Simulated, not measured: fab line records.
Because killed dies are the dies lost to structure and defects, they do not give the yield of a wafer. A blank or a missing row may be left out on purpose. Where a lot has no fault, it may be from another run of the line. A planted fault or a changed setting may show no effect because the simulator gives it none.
Which tool is to blame? / flow sky130 / 42 wafers from 14 lots sampled at 2 of the route's 708 steps

WHAT EACH GAUGE READ, for each wafer
SKY_METAL2_CD_MEAS_15: target cd 140 nm.
lot=L994; measured=day 35 01:41; on=cd sem-02; cd nm (nm)=139.5 139.9 138.6
lot=L996; measured=day 35 15:30; on=cd sem-01; cd nm (nm)=139.4 139.6 140.6
lot=L995; measured=day 35 17:41; on=cd sem-02; cd nm (nm)=139.1 138.5 137.7
lot=L997; measured=day 36 03:46; on=cd sem-01; cd nm (nm)=138.3 139.3 138.1
lot=L998; measured=day 36 08:03; on=cd sem-02; cd nm (nm)=139.2 139.2 139.6
lot=L999; measured=day 37 01:37; on=cd sem-01; cd nm (nm)=137.7 136.5 137.6
lot=L100; measured=day 37 06:26; on=cd sem-02; cd nm (nm)=140.6 139.9 140.6
lot=L101; measured=day 37 11:58; on=cd sem-01; cd nm (nm)=140.4 140.3 140.2
lot=L102; measured=day 37 23:10; on=cd sem-02; cd nm (nm)=139.6 140.4 139.8
lot=L103; measured=day 38 03:56; on=cd sem-02; cd nm (nm)=141.9 142.1 141.4
lot=L104; measured=day 38 06:16; on=cd sem-01; cd nm (nm)=140.5 142.3 143.1
lot=L105; measured=day 38 16:22; on=cd sem-01; cd nm (nm)=138.1 138.5 139.1
lot=L111; measured=day 40 12:08; on=cd sem-01; cd nm (nm)=137.9 138.4 58.4
lot=L113; measured=day 40 21:07; on=cd sem-02; cd nm (nm)=141.4 140.6 58.8

TOOL THAT RAN EACH LOT (tool first, then ch and the chambers of the sampled wafers, then the start)
lot=L994; SKY_METAL2_EXPOSE_12=krf scanner-02 ch 0, day 34 12:46
lot=L996; SKY_METAL2_EXPOSE_12=krf scanner-02 ch 0, day 35 02:09
lot=L995; SKY_METAL2_EXPOSE_12=krf scanner-02 ch 0, day 35 04:37
lot=L997; SKY_METAL2_EXPOSE_12=krf scanner-01 ch 0, day 35 15:06
lot=L998; SKY_METAL2_EXPOSE_12=krf scanner-02 ch 0, day 35 18:37
lot=L999; SKY_METAL2_EXPOSE_12=krf scanner-01 ch 0, day 36 13:07
lot=L100; SKY_METAL2_EXPOSE_12=krf scanner-02 ch 0, day 36 17:39
lot=L101; SKY_METAL2_EXPOSE_12=krf scanner-01 ch 0, day 36 23:02
lot=L102; SKY_METAL2_EXPOSE_12=krf scanner-02 ch 0, day 37 10:32
lot=L103; SKY_METAL2_EXPOSE_12=krf scanner-02 ch 0, day 37 15:21
lot=L104; SKY_METAL2_EXPOSE_12=krf scanner-02 ch 0, day 37 17:51
lot=L105; SKY_METAL2_EXPOSE_12=krf scanner-02 ch 0, day 38 04:07
lot=L111; SKY_METAL2_EXPOSE_12=krf scanner-01 ch 0, day 39 23:52
lot=L113; SKY_METAL2_EXPOSE_12=krf scanner-01 ch 0, day 40 09:43
- SKY_METAL2_EXPOSE_12: exposes mask MM2, target cd 140 nm.

AS READ BY THE TOOLS THEMSELVES (means over the sampled wafers that have a number; for cases with no such wafer, the mark the record gives instead)
The record holds no such reading with a usual standard deviation.

THE ANSWER, worked out from the rows above alone
Rule: the lots themselves supply what counts as usual. Put in order of their means at a reading, lots are off if they are a third of the lots or fewer, leave a main group of 4 or more, and stand apart from it by a gap of 3 or more times the standard deviation of the main group's means; of several such gaps the widest counts. Not used: any main group whose means are identical at the precision the tables above print for the reading. Also off: a lot with no number at a reading for which 4 or more lots have one. All remaining lots with rows at the step are treated as sound. The gauges are gone through in route order, then the tools' own readings, and for those a lot's mean is taken as printed above. The first step at which some lot is off is used, and at that step the reading that is off furthest; a lot without a number counts as furthest.
Off, at SKY_METAL2_CD_MEAS_15 on cd nm: L111, L113. For the main group the mean is 139.6 nm and the standard deviation 1.3.
A tool fits if, at a process step before that reading, it ran every lot that is off, and no sound lot after the first of them. Gauges at SKY_METAL2_CD_MEAS_15: tried the same way as those tools. One fits: SKY_METAL2_EXPOSE_12 on krf scanner-01. Its last sound lot is L101 (day 36 23:02), its first lot that is off L111 (day 39 23:52): a fault that began between those two fits.

WHAT HAD BEEN PUT IN BY THE SIMULATOR
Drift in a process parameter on krf scanner-01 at SKY_METAL2_EXPOSE_12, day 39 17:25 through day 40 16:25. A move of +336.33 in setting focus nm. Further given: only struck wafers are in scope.
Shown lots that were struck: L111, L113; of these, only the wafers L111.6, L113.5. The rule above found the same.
